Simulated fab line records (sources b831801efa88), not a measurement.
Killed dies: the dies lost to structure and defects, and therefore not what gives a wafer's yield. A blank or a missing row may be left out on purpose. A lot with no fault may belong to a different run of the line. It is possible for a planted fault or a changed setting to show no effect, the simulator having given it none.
fab line records + flow sky130
record:
- lots: 15
- wafers: 45
- last-day: 50
route steps=708 shown METAL4@598 VIA4@652 METAL5@663
lots that met no fault: from a run of the same line without faults
start-h: start of the lot's first displayed wafer, in hours after the record's first day + wait-h: hours elapsed since this lot's preceding step + " same as the row above + L1.1+2: one row covering several wafers at once + - value missing, or start not given + * or withheld: withheld + < > ~ a bound
route shown NAME@n: NAME is a module with steps in the file, n the number in the route of the first one + usual: mean/standard deviation of fault-free wafers + same: alike in all rows + chamber/n: place in a boat + sites: per-site readings + _std_site: their standard deviation + _edge_site: outer sites' mean less inner sites' + radius-mm: how far each site lies from the wafer's centre + mask NAME#n: copy n + behind: tool/chamber where the wafer was last shaped + hold: why the lot was held/for how many hours/how that ended + device: names the non-switching transistor (n, p or np) + end of line: the same wafers' tests at the end of the route + a step with no rows: only its recipe + killed: the dies lost at the first sort to structure and to defects; this is not the yield of the wafer + map: shows each die of a wafer: x if killed, . if not, _ if none is there
set.NAME: the setting that was run; set.NAME@STEP: the one run at that earlier step + model.NAME: the simulator's own value behind a step, which no gauge read
a sample of lots followed through the steps of the route, with each step as a table and each wafer as a row
services: a tool's chamber out of use, with start hour (start-h, from the record's first day; less than 0 if before it), hours out, and reason
== steps ==
step: SKY_METAL4_SPUTTER_00
recipe:
- material: Ti
- target-thk-nm: 15
- power-w: 3000
- time-s: 10
- chamber-pressure-pa: 0.4
usual:
- throttle-valve-pct: 30.0/1.5
| lot.wafer | tool           | chamber | start-h | wait-h | throttle-valve-pct |
|-----------|----------------|---------|---------|--------|--------------------|
| L732.2    | pvd-sputter-02 | -       | 922.20  | 0.1    | 29.5               |
| L732.3    | "              | -       | "       | "      | 31.2               |
| L732.6    | "              | -       | "       | "      | 29.3               |
| L735.4    | pvd-sputter-02 | -       | 954.82  | 0.1    | 31.8               |
| L735.5    | "              | -       | "       | "      | 31.6               |
| L735.6    | "              | -       | "       | "      | 27.8               |
| L736.1    | pvd-sputter-01 | -       | 959.62  | 0.1    | 27.6               |
| L736.2    | "              | -       | "       | "      | 32.0               |
| L736.3    | "              | -       | "       | "      | 29.8               |
| L737.4    | pvd-sputter-01 | -       | 963.65  | 0.1    | 27.6               |
| L737.5    | "              | -       | "       | "      | 31.2               |
| L737.6    | "              | -       | "       | "      | 27.5               |
| L738.1    | pvd-sputter-02 | -       | 965.06  | 0.1    | 31.4               |
| L738.3    | "              | -       | "       | "      | 29.4               |
| L738.6    | "              | -       | "       | "      | 27.5               |
| L740.1    | pvd-sputter-01 | -       | 991.42  | 0.1    | 29.9               |
| L740.3    | "              | -       | "       | "      | 27.7               |
| L740.6    | "              | -       | "       | "      | 31.7               |
| L741.1    | pvd-sputter-03 | -       | 992.82  | 0.2    | 30.5               |
| L741.2    | "              | -       | "       | "      | 30.5               |
| L741.3    | "              | -       | "       | "      | 29.8               |
| L742.4    | pvd-sputter-02 | -       | 1003.24 | 0.2    | 27.6               |
| L742.5    | "              | -       | "       | "      | 30.6               |
| L742.6    | "              | -       | "       | "      | 31.6               |
| L743.3    | pvd-sputter-01 | -       | 1007.81 | 0.1    | 30.1               |
| L743.4    | "              | -       | "       | "      | 27.7               |
| L743.6    | "              | -       | "       | "      | 31.4               |
| L744.3    | pvd-sputter-03 | -       | 1015.64 | 0.2    | 30.4               |
| L744.5    | "              | -       | "       | "      | 30.0               |
| L744.6    | "              | -       | "       | "      | 30.3               |
| L747.1    | pvd-sputter-02 | -       | 1030.31 | 0.2    | 29.4               |
| L747.5    | "              | -       | "       | "      | 29.1               |
| L747.6    | "              | -       | "       | "      | 30.5               |
| L750.1    | pvd-sputter-02 | -       | 1050.36 | 0.2    | 31.5               |
| L750.3    | "              | -       | "       | "      | 29.1               |
| L750.6    | "              | -       | "       | "      | 29.3               |
| L751.1    | pvd-sputter-01 | -       | 1055.30 | 0.2    | 31.9               |
| L751.2    | "              | -       | "       | "      | 27.7               |
| L751.3    | "              | -       | "       | "      | 30.1               |
| L753.3    | pvd-sputter-02 | -       | 1068.11 | 0.2    | 27.6               |
| L753.5    | "              | -       | "       | "      | 29.2               |
| L753.6    | "              | -       | "       | "      | 27.7               |
| L755.2    | pvd-sputter-02 | -       | 1076.43 | 0.2    | 29.6               |
| L755.4    | "              | -       | "       | "      | 30.7               |
| L755.6    | "              | -       | "       | "      | 31.8               |
step: SKY_METAL4_METAL_ETCH_18
recipe:
- target-depth-a: 8450
- stop-on: SiO2
- over-etch-frac: 0.3
- time-s: 183.1
- chemistry: Cl2/BCl3
- resist-sidewall-deg: 88
- pressure-mtorr: 10
- icp-w: 900
- bias-w: 48.5
- Cl2_flow_sccm: 60
- bcl3-flow-sccm: 30
usual:
- bcl3-flow-sccm: 30.00/0.094
- bias-w: 48.53/0.14
- chamber-pressure-mTorr: 10.000/0.0089
- drypump-motor-current-A: 5.9/0.49
- oes-product-au: 0.866/0.0062
- throttle-valve-pct: 22.263/0.0079
| lot.wafer | tool         | chamber | start-h | wait-h | bcl3-flow-sccm | bias-w | chamber-pressure-mTorr | drypump-motor-current-A | oes-product-au | rf-hours-counter-h | throttle-valve-pct |
|-----------|--------------|---------|---------|--------|----------------|--------|------------------------|-------------------------|----------------|--------------------|--------------------|
| L732.2    | rie-metal-04 | 1       | 972.33  | 0.0    | 30.12          | 48.36  | 10.015                 | 5.8                     | 0.855          | 17                 | 22.263             |
| L732.3    | "            | 0       | "       | "      | 30.04          | 48.66  | 10.007                 | 5.4                     | 0.872          | -                  | 22.259             |
| L732.6    | "            | 0       | "       | "      | 30.07          | 48.39  | 9.993                  | 5.4                     | 0.870          | -                  | 22.263             |
| L735.4    | rie-metal-03 | 0       | 1004.42 | 0.1    | 29.97          | 48.55  | 9.997                  | 5.8                     | 0.880          | -                  | 22.250             |
| L735.5    | "            | 0       | "       | "      | 29.97          | 48.65  | 10.013                 | 5.8                     | 0.882          | -                  | 22.276             |
| L735.6    | "            | 1       | "       | "      | 30.16          | 48.75  | 10.001                 | 5.0                     | 0.876          | -                  | 22.256             |
| L736.1    | rie-metal-02 | 1       | 1007.42 | 0.0    | 29.93          | 48.74  | 10.004                 | 6.5                     | 0.879          | 18                 | 22.275             |
| L736.2    | "            | 1       | "       | "      | 29.84          | 48.64  | 9.996                  | 6.5                     | 0.864          | -                  | 22.273             |
| L736.3    | "            | 1       | "       | "      | 29.98          | 48.67  | 9.989                  | 6.5                     | 0.867          | -                  | 22.268             |
| L737.4    | rie-metal-04 | 0       | 1011.12 | 0.1    | 30.10          | 48.67  | 9.999                  | 5.4                     | 0.867          | -                  | 22.267             |
| L737.5    | "            | 1       | "       | "      | 29.99          | 48.32  | 10.000                 | 5.8                     | 0.857          | -                  | 22.252             |
| L737.6    | "            | 0       | "       | "      | 29.93          | 48.43  | 9.998                  | 5.4                     | 0.862          | -                  | 22.269             |
| L738.1    | rie-metal-02 | 1       | 1013.10 | 0.0    | 30.06          | 48.45  | 9.991                  | 6.5                     | 0.869          | 18                 | 22.257             |
| L738.3    | "            | 1       | "       | "      | 29.93          | 48.49  | 9.977                  | 6.5                     | 0.871          | -                  | 22.253             |
| L738.6    | "            | 0       | "       | "      | 29.86          | 48.44  | 10.005                 | 6.3                     | 0.867          | -                  | 22.269             |
| L740.1    | rie-metal-02 | 0       | 1038.65 | 0.0    | 29.92          | 48.50  | 9.997                  | 6.3                     | 0.862          | 13                 | 22.262             |
| L740.3    | "            | 0       | "       | "      | 29.98          | 48.50  | 10.009                 | 6.3                     | 0.862          | -                  | 22.250             |
| L740.6    | "            | 1       | "       | "      | 30.00          | 48.72  | 9.994                  | 6.4                     | 0.876          | -                  | 22.259             |
| L741.1    | rie-metal-04 | 1       | 1039.65 | 0.0    | -              | -      | -                      | -                       | -              | -                  | -                  |
| L741.2    | "            | 0       | "       | "      | -              | -      | -                      | -                       | -              | -                  | -                  |
| L741.3    | "            | 0       | "       | "      | -              | -      | -                      | -                       | -              | -                  | -                  |
| L742.4    | rie-metal-04 | 0       | 1049.64 | 0.1    | -              | -      | -                      | -                       | -              | -                  | -                  |
| L742.5    | "            | 1       | "       | "      | -              | -      | -                      | -                       | -              | -                  | -                  |
| L742.6    | "            | 0       | "       | "      | -              | -      | -                      | -                       | -              | -                  | -                  |
| L743.3    | rie-metal-02 | 1       | 1053.74 | 0.1    | -              | -      | -                      | -                       | -              | -                  | -                  |
| L743.4    | "            | 0       | "       | "      | -              | -      | -                      | -                       | -              | -                  | -                  |
| L743.6    | "            | 1       | "       | "      | -              | -      | -                      | -                       | -              | -                  | -                  |
| L744.3    | rie-metal-03 | 1       | 1061.21 | 0.1    | 29.99          | 48.38  | 9.983                  | 5.0                     | 0.863          | -                  | 22.257             |
| L744.5    | "            | 1       | "       | "      | 29.93          | 48.33  | 9.999                  | 5.0                     | 0.858          | -                  | 22.254             |
| L744.6    | "            | 0       | "       | "      | 29.87          | 48.37  | 9.998                  | 5.8                     | 0.869          | -                  | 22.253             |
| L747.1    | rie-metal-04 | 1       | 1075.65 | 0.0    | 30.03          | 48.45  | 9.992                  | 5.8                     | 0.866          | 24                 | 22.262             |
| L747.5    | "            | 1       | "       | "      | 29.92          | 48.45  | 9.990                  | 5.8                     | 0.873          | -                  | 22.268             |
| L747.6    | "            | 0       | "       | "      | 29.83          | 48.47  | 10.001                 | 5.4                     | 0.859          | -                  | 22.254             |
| L750.1    | rie-metal-02 | 1       | 1093.30 | 0.0    | 30.11          | 48.25  | 9.995                  | 6.5                     | 0.865          | 1                  | 22.261             |
| L750.3    | "            | 0       | "       | "      | 29.88          | 48.38  | 9.990                  | 6.3                     | 0.875          | -                  | 22.264             |
| L750.6    | "            | 1       | "       | "      | 30.21          | 48.24  | 10.003                 | 6.5                     | 0.868          | -                  | 22.256             |
| L751.1    | rie-metal-02 | 0       | 1098.87 | 0.0    | 29.97          | 48.43  | 10.008                 | 6.3                     | 0.874          | 19                 | 22.252             |
| L751.2    | "            | 1       | "       | "      | 30.09          | 48.49  | 10.001                 | 6.5                     | 0.867          | 1                  | 22.259             |
| L751.3    | "            | 1       | "       | "      | 30.12          | 48.65  | 9.998                  | 6.4                     | 0.863          | -                  | 22.264             |
| L753.3    | rie-metal-02 | 0       | 1110.63 | 0.1    | 29.90          | 48.59  | 10.002                 | 6.3                     | 0.861          | -                  | 22.275             |
| L753.5    | "            | 1       | "       | "      | 30.03          | 48.53  | 9.999                  | 6.5                     | 0.858          | -                  | 22.282             |
| L753.6    | "            | 0       | "       | "      | 29.90          | 48.85  | 9.999                  | 6.2                     | 0.858          | -                  | 22.265             |
| L755.2    | rie-metal-03 | 1       | 1118.05 | 0.0    | 29.99          | 48.66  | 10.004                 | 5.0                     | 0.861          | 7                  | 22.261             |
| L755.4    | "            | 0       | "       | "      | 30.05          | 48.76  | 9.994                  | 5.8                     | 0.859          | -                  | 22.258             |
| L755.6    | "            | 1       | "       | "      | 29.88          | 48.69  | 10.009                 | 5.0                     | 0.871          | -                  | 22.257             |
step: SKY_METAL4_STRIP_19
recipe:
- chemistry: O2/N2
- power-w: 1400
- pressure-mtorr: 1500
- platen-temp-c: withheld
- o2-flow-sccm: 3000
- n2-flow-sccm: 300
- overash-fraction: 0.5
usual:
- chamber-pressure-mTorr: 1500.1/1.4
- drypump-motor-current-A: 5.7/0.42
- oes-product-au: 0.500/0.0055
- strip-time-to-endpoint-s: 6.49/0.063
| lot.wafer | tool            | chamber | start-h | wait-h | chamber-pressure-mTorr | drypump-motor-current-A | oes-product-au | rf-hours-counter-h | strip-time-to-endpoint-s |
|-----------|-----------------|---------|---------|--------|------------------------|-------------------------|----------------|--------------------|--------------------------|
| L732.2    | plasma-asher-02 | 1       | 972.50  | 0.1    | 1501.6                 | 6.1                     | 0.502          | 85                 | 6.59                     |
| L732.3    | "               | 0       | "       | "      | 1501.0                 | 5.3                     | 0.501          | -                  | 6.54                     |
| L732.6    | "               | 0       | "       | "      | 1499.8                 | 5.3                     | 0.502          | -                  | 6.45                     |
| L735.4    | plasma-asher-04 | 0       | 1004.58 | 0.1    | 1499.0                 | 5.6                     | 0.504          | -                  | 6.51                     |
| L735.5    | "               | 1       | "       | "      | 1500.4                 | 6.4                     | 0.500          | -                  | 6.54                     |
| L735.6    | "               | 0       | "       | "      | 1500.5                 | 5.5                     | 0.490          | -                  | 6.41                     |
| L736.1    | plasma-asher-04 | 1       | 1007.77 | 0.3    | 1498.6                 | 6.4                     | 0.487          | 118                | 6.51                     |
| L736.2    | "               | 0       | "       | "      | 1498.0                 | 5.6                     | 0.504          | 118                | 6.57                     |
| L736.3    | "               | 0       | "       | "      | 1499.9                 | 5.6                     | 0.505          | -                  | 6.55                     |
| L737.4    | plasma-asher-04 | 1       | 1011.28 | 0.1    | 1501.4                 | 6.3                     | 0.499          | -                  | 6.49                     |
| L737.5    | "               | 0       | "       | "      | 1500.2                 | 5.6                     | 0.509          | -                  | 6.61                     |
| L737.6    | "               | 1       | "       | "      | 1501.4                 | 6.3                     | 0.504          | -                  | 6.58                     |
| L738.1    | plasma-asher-02 | 0       | 1013.27 | 0.1    | 1500.5                 | 5.3                     | 0.496          | 89                 | 6.46                     |
| L738.3    | "               | 1       | "       | "      | 1501.1                 | 6.1                     | 0.504          | -                  | 6.48                     |
| L738.6    | "               | 0       | "       | "      | 1499.0                 | 5.3                     | 0.508          | -                  | 6.45                     |
| L740.1    | plasma-asher-02 | 0       | 1038.82 | 0.1    | 1500.3                 | 5.3                     | 0.500          | 92                 | 6.44                     |
| L740.3    | "               | 0       | "       | "      | 1500.6                 | 5.2                     | 0.504          | -                  | 6.55                     |
| L740.6    | "               | 1       | "       | "      | 1501.0                 | 6.1                     | 0.496          | -                  | 6.45                     |
| L741.1    | plasma-asher-04 | 1       | 1039.88 | 0.2    | 1497.7                 | 6.3                     | 0.710          | 121                | 11.75                    |
| L741.2    | "               | 0       | "       | "      | 1499.0                 | 5.6                     | 0.713          | 121                | 11.80                    |
| L741.3    | "               | 0       | "       | "      | 1500.4                 | 5.6                     | 0.707          | -                  | 11.79                    |
| L742.4    | plasma-asher-02 | 1       | 1049.80 | 0.1    | 1501.0                 | 6.2                     | 0.715          | -                  | 11.88                    |
| L742.5    | "               | 1       | "       | "      | 1498.6                 | 6.1                     | 0.714          | -                  | 11.90                    |
| L742.6    | "               | 0       | "       | "      | 1499.9                 | 5.3                     | 0.701          | -                  | 11.82                    |
| L743.3    | plasma-asher-03 | 0       | 1053.90 | 0.1    | 1496.9                 | 5.7                     | 0.706          | -                  | 11.86                    |
| L743.4    | "               | 1       | "       | "      | 1501.9                 | 5.3                     | 0.708          | -                  | 11.88                    |
| L743.6    | "               | 1       | "       | "      | 1500.0                 | 5.3                     | 0.717          | -                  | 11.83                    |
| L744.3    | plasma-asher-03 | 0       | 1061.36 | 0.1    | 1498.1                 | 5.7                     | 0.492          | -                  | 6.42                     |
| L744.5    | "               | 0       | "       | "      | 1500.5                 | 5.7                     | 0.499          | -                  | 6.35                     |
| L744.6    | "               | 1       | "       | "      | 1498.6                 | 5.3                     | 0.498          | -                  | 6.54                     |
| L747.1    | plasma-asher-04 | 0       | 1075.82 | 0.1    | 1500.4                 | 5.6                     | 0.508          | 1                  | 6.60                     |
| L747.5    | "               | 0       | "       | "      | 1498.9                 | 5.6                     | 0.506          | -                  | 6.60                     |
| L747.6    | "               | 1       | "       | "      | 1501.6                 | 6.3                     | 0.495          | -                  | 6.50                     |
| L750.1    | plasma-asher-02 | 1       | 1093.47 | 0.1    | 1501.4                 | 6.2                     | 0.503          | 97                 | 6.51                     |
| L750.3    | "               | 1       | "       | "      | 1501.0                 | 6.1                     | 0.489          | -                  | 6.48                     |
| L750.6    | "               | 0       | "       | "      | 1497.2                 | 5.3                     | 0.504          | -                  | 6.50                     |
| L751.1    | plasma-asher-02 | 1       | 1099.04 | 0.1    | 1502.2                 | 6.2                     | 0.501          | 98                 | 6.54                     |
| L751.2    | "               | 0       | "       | "      | 1498.8                 | 5.3                     | 0.502          | 98                 | 6.49                     |
| L751.3    | "               | 1       | "       | "      | 1502.1                 | 6.1                     | 0.502          | -                  | 6.49                     |
| L753.3    | plasma-asher-04 | 0       | 1110.78 | 0.1    | 1500.1                 | 5.6                     | 0.499          | -                  | 6.48                     |
| L753.5    | "               | 0       | "       | "      | 1500.2                 | 5.6                     | 0.498          | -                  | 6.40                     |
| L753.6    | "               | 1       | "       | "      | 1501.2                 | 6.4                     | 0.502          | -                  | 6.45                     |
| L755.2    | plasma-asher-03 | 0       | 1118.22 | 0.1    | 1499.8                 | 5.7                     | 0.505          | 38                 | 6.40                     |
| L755.4    | "               | 0       | "       | "      | 1497.2                 | 5.7                     | 0.498          | -                  | 6.45                     |
| L755.6    | "               | 0       | "       | "      | 1499.0                 | 5.7                     | 0.502          | -                  | 6.36                     |
step: SKY_VIA4_STRIP_13
recipe:
- chemistry: O2/N2
- power-w: 1400
- pressure-mtorr: 1500
- platen-temp-c: withheld
- o2-flow-sccm: 3000
- n2-flow-sccm: 300
- overash-fraction: 0.5
usual:
- chamber-pressure-mTorr: 1500.2/1.4
- drypump-motor-current-A: 5.7/0.39
- oes-product-au: 0.709/0.0046
- strip-time-to-endpoint-s: 12.80/0.032
| lot.wafer | tool            | chamber | start-h | wait-h | chamber-pressure-mTorr | drypump-motor-current-A | oes-product-au | rf-hours-counter-h | strip-time-to-endpoint-s |
|-----------|-----------------|---------|---------|--------|------------------------|-------------------------|----------------|--------------------|--------------------------|
| L732.2    | plasma-asher-01 | 0       | 997.64  | -      | 1500.8                 | 5.3                     | 0.704          | 55                 | 12.79                    |
| L732.3    | "               | 0       | "       | "      | 1497.5                 | 5.3                     | 0.706          | -                  | 12.84                    |
| L732.6    | "               | 0       | "       | "      | 1500.8                 | 5.3                     | 0.717          | -                  | 12.77                    |
| L735.4    | plasma-asher-01 | 1       | 1028.39 | -      | 1500.3                 | 5.5                     | 0.708          | -                  | 12.77                    |
| L735.5    | "               | 0       | "       | "      | 1498.9                 | 5.4                     | 0.714          | -                  | 12.79                    |
| L735.6    | "               | 1       | "       | "      | 1500.6                 | 5.5                     | 0.710          | -                  | 12.82                    |
| L736.1    | plasma-asher-01 | 0       | 1031.86 | -      | 1500.0                 | 5.4                     | 0.710          | 58                 | 12.75                    |
| L736.2    | "               | 1       | "       | "      | 1500.9                 | 5.5                     | 0.710          | 58                 | 12.79                    |
| L736.3    | "               | 0       | "       | "      | 1499.5                 | 5.4                     | 0.711          | -                  | 12.73                    |
| L737.4    | plasma-asher-02 | 0       | 1034.77 | -      | 1498.5                 | 5.2                     | 0.706          | -                  | 12.78                    |
| L737.5    | "               | 1       | "       | "      | 1502.0                 | 6.2                     | 0.718          | -                  | 12.78                    |
| L737.6    | "               | 0       | "       | "      | 1501.6                 | 5.3                     | 0.716          | -                  | 12.78                    |
| L738.1    | plasma-asher-04 | 0       | 1036.49 | -      | 1501.4                 | 5.6                     | 0.710          | 121                | 12.77                    |
| L738.3    | "               | 0       | "       | "      | 1498.8                 | 5.6                     | 0.704          | -                  | 12.79                    |
| L738.6    | "               | 0       | "       | "      | 1501.7                 | 5.6                     | 0.705          | -                  | 12.78                    |
| L740.1    | plasma-asher-01 | 1       | 1061.94 | -      | 1500.5                 | 5.5                     | 0.711          | 61                 | 12.82                    |
| L740.3    | "               | 0       | "       | "      | 1499.7                 | 5.3                     | 0.708          | -                  | 12.79                    |
| L740.6    | "               | 1       | "       | "      | 1498.8                 | 5.5                     | 0.712          | -                  | 12.78                    |
| L744.3    | plasma-asher-01 | 0       | 1083.59 | -      | 1498.8                 | 5.3                     | 0.711          | -                  | 12.78                    |
| L744.5    | "               | 0       | "       | "      | 1498.8                 | 5.3                     | 0.706          | -                  | 12.81                    |
| L744.6    | "               | 1       | "       | "      | 1499.5                 | 5.5                     | 0.709          | -                  | 12.81                    |
| L747.1    | plasma-asher-04 | 0       | 1097.31 | -      | 1499.8                 | 5.6                     | 0.708          | 3                  | 12.83                    |
| L747.5    | "               | 0       | "       | "      | 1499.6                 | 5.6                     | 0.715          | -                  | 12.77                    |
| L747.6    | "               | 1       | "       | "      | 1501.2                 | 6.3                     | 0.714          | -                  | 12.79                    |
| L750.1    | plasma-asher-01 | 0       | 1114.41 | -      | 1499.0                 | 5.3                     | 0.703          | 66                 | 12.80                    |
| L750.3    | "               | 1       | "       | "      | 1498.8                 | 5.5                     | 0.712          | -                  | 12.83                    |
| L750.6    | "               | 0       | "       | "      | 1501.9                 | 5.3                     | 0.715          | -                  | 12.78                    |
| L751.1    | plasma-asher-04 | 0       | 1120.05 | -      | 1503.4                 | 5.6                     | 0.714          | 5                  | 12.86                    |
| L751.2    | "               | 1       | "       | "      | 1499.8                 | 6.4                     | 0.714          | 5                  | 12.83                    |
| L751.3    | "               | 1       | "       | "      | 1501.2                 | 6.4                     | 0.707          | -                  | 12.88                    |
| L753.3    | plasma-asher-04 | 1       | 1131.37 | -      | 1501.9                 | 6.3                     | 0.712          | -                  | 12.82                    |
| L753.5    | "               | 1       | "       | "      | 1500.1                 | 6.4                     | 0.713          | -                  | 12.80                    |
| L753.6    | "               | 0       | "       | "      | 1500.1                 | 5.6                     | 0.706          | -                  | 12.79                    |
| L755.2    | plasma-asher-02 | 0       | 1139.04 | -      | 1502.0                 | 5.3                     | 0.715          | 101                | 12.81                    |
| L755.4    | "               | 0       | "       | "      | 1500.2                 | 5.3                     | 0.713          | -                  | 12.86                    |
| L755.6    | "               | 1       | "       | "      | 1501.8                 | 6.1                     | 0.707          | -                  | 12.87                    |
step: SKY_METAL5_SPUTTER_02
recipe:
- material: AlCu
- target-thk-nm: 1150
- power-w: 10600
- time-s: 61.2
- chamber-pressure-pa: 0.4
usual:
- throttle-valve-pct: 30.3/0.95
| lot.wafer | tool           | chamber | start-h | wait-h | throttle-valve-pct |
|-----------|----------------|---------|---------|--------|--------------------|
| L732.2    | pvd-sputter-03 | -       | 999.03  | 0.0    | 30.0               |
| L732.3    | "              | -       | "       | "      | 30.1               |
| L732.6    | "              | -       | "       | "      | 31.0               |
| L735.4    | pvd-sputter-01 | -       | 1030.20 | 0.0    | 31.7               |
| L735.5    | "              | -       | "       | "      | 32.0               |
| L735.6    | "              | -       | "       | "      | 27.3               |
| L736.1    | pvd-sputter-03 | -       | 1033.19 | 0.0    | 29.8               |
| L736.2    | "              | -       | "       | "      | 30.2               |
| L736.3    | "              | -       | "       | "      | 31.1               |
| L737.4    | pvd-sputter-04 | -       | 1036.41 | 0.0    | 29.5               |
| L737.5    | "              | -       | "       | "      | 30.7               |
| L737.6    | "              | -       | "       | "      | 29.5               |
| L738.1    | pvd-sputter-01 | -       | 1038.25 | 0.0    | 32.2               |
| L738.3    | "              | -       | "       | "      | 27.7               |
| L738.6    | "              | -       | "       | "      | 31.2               |
| L740.1    | pvd-sputter-03 | -       | 1063.96 | 0.0    | 29.8               |
| L740.3    | "              | -       | "       | "      | 30.6               |
| L740.6    | "              | -       | "       | "      | 29.9               |
| L744.3    | pvd-sputter-01 | -       | 1084.96 | 0.0    | 30.1               |
| L744.5    | "              | -       | "       | "      | 31.3               |
| L744.6    | "              | -       | "       | "      | 32.0               |
| L747.1    | pvd-sputter-03 | -       | 1098.68 | 0.0    | 30.8               |
| L747.5    | "              | -       | "       | "      | 30.3               |
| L747.6    | "              | -       | "       | "      | 31.0               |
| L750.1    | pvd-sputter-04 | -       | 1115.99 | 0.0    | 30.5               |
| L750.3    | "              | -       | "       | "      | 29.8               |
| L750.6    | "              | -       | "       | "      | 30.5               |
| L751.1    | pvd-sputter-04 | -       | 1121.54 | 0.0    | 29.5               |
| L751.2    | "              | -       | "       | "      | 30.3               |
| L751.3    | "              | -       | "       | "      | 30.2               |
| L753.3    | pvd-sputter-03 | -       | 1132.89 | 0.0    | 30.7               |
| L753.5    | "              | -       | "       | "      | 30.7               |
| L753.6    | "              | -       | "       | "      | 29.9               |
| L755.2    | pvd-sputter-04 | -       | 1140.37 | 0.0    | 30.6               |
| L755.4    | "              | -       | "       | "      | 29.6               |
| L755.6    | "              | -       | "       | "      | 30.5               |
== services ==
| tool            | chamber | start-h | hours | kind       |
|-----------------|---------|---------|-------|------------|
| rie-metal-03    | -       | 902.52  | 1.4   | pm         |
| pvd-sputter-02  | -       | 903.76  | 0.9   | repair     |
| plasma-asher-03 | -       | 904.30  | 2.8   | pm         |
| pvd-sputter-03  | -       | 911.61  | 21.2  | repair     |
| pvd-sputter-01  | -       | 914.43  | 2.3   | repair     |
| rie-metal-02    | -       | 924.01  | 14.6  | pm         |
| rie-metal-03    | 1       | 937.47  | 22.0  | repair     |
| plasma-asher-03 | -       | 949.34  | 4.0   | pm         |
| pvd-sputter-01  | -       | 993.96  | 13.2  | repair     |
| rie-metal-02    | 0       | 1000.64 | 9.3   | repair     |
| rie-metal-04    | -       | 1007.62 | 0.5   | repair     |
| plasma-asher-04 | -       | 1018.18 | 0.6   | repair     |
| pvd-sputter-02  | -       | 1018.58 | 2.1   | repair     |
| plasma-asher-01 | -       | 1044.02 | 2.3   | repair     |
| plasma-asher-04 | -       | 1055.25 | 9.0   | pm         |
| plasma-asher-04 | 0       | 1055.25 | 9.0   | vent-cycle |
| plasma-asher-02 | -       | 1063.98 | 2.8   | pm         |
| plasma-asher-01 | -       | 1070.74 | 0.4   | repair     |
| rie-metal-03    | -       | 1086.78 | 10.4  | repair     |
| plasma-asher-03 | -       | 1094.23 | 1.4   | repair     |
| plasma-asher-01 | -       | 1124.36 | 2.8   | repair     |
| plasma-asher-02 | -       | 1127.38 | 8.8   | repair     |
| rie-metal-04    | -       | 1136.33 | 2.8   | pm         |
| pvd-sputter-01  | -       | 1139.45 | 2.7   | repair     |
== key ==
first-sign:
- step: SKY_METAL4_METAL_ETCH_18
- reading: tool-record
- direction: missing
effect:
- step: SKY_METAL4_STRIP_19
- reading: strip-time-to-endpoint-s
- direction: up
- sigmas: 85
- usual: *
- struck: *
met-at SKY_METAL4_METAL_ETCH_18
struck-lots L741,L742,L743
later-rows-left-out L741.1,L741.2,L741.3,L742.4,L742.5,L742.6,L743.3,L743.4,L743.6
sort-left-out L741.1,L741.2,L741.3,L742.4,L742.5,L742.6,L743.3,L743.4,L743.6
not-acting-at SKY_METAL4_SPUTTER_00,SKY_VIA4_STRIP_13,SKY_METAL5_SPUTTER_02
onset-between 1038.65 1039.65
fault:
- kind: skipped-step-whole
- tool: rie-metal-02,rie-metal-04
- chamber: -
- onset-h: 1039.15
- steps: SKY_METAL4_METAL_ETCH_18
- scope: struck-lots-only
sort-left-out: the simulated sort isn't trusted on such a fault, so these wafers' sort isn't shown, and their yield isn't known
later-rows-left-out: the simulator's readings of these wafers behind a module that went badly wrong aren't trusted and aren't shown, but for the sort
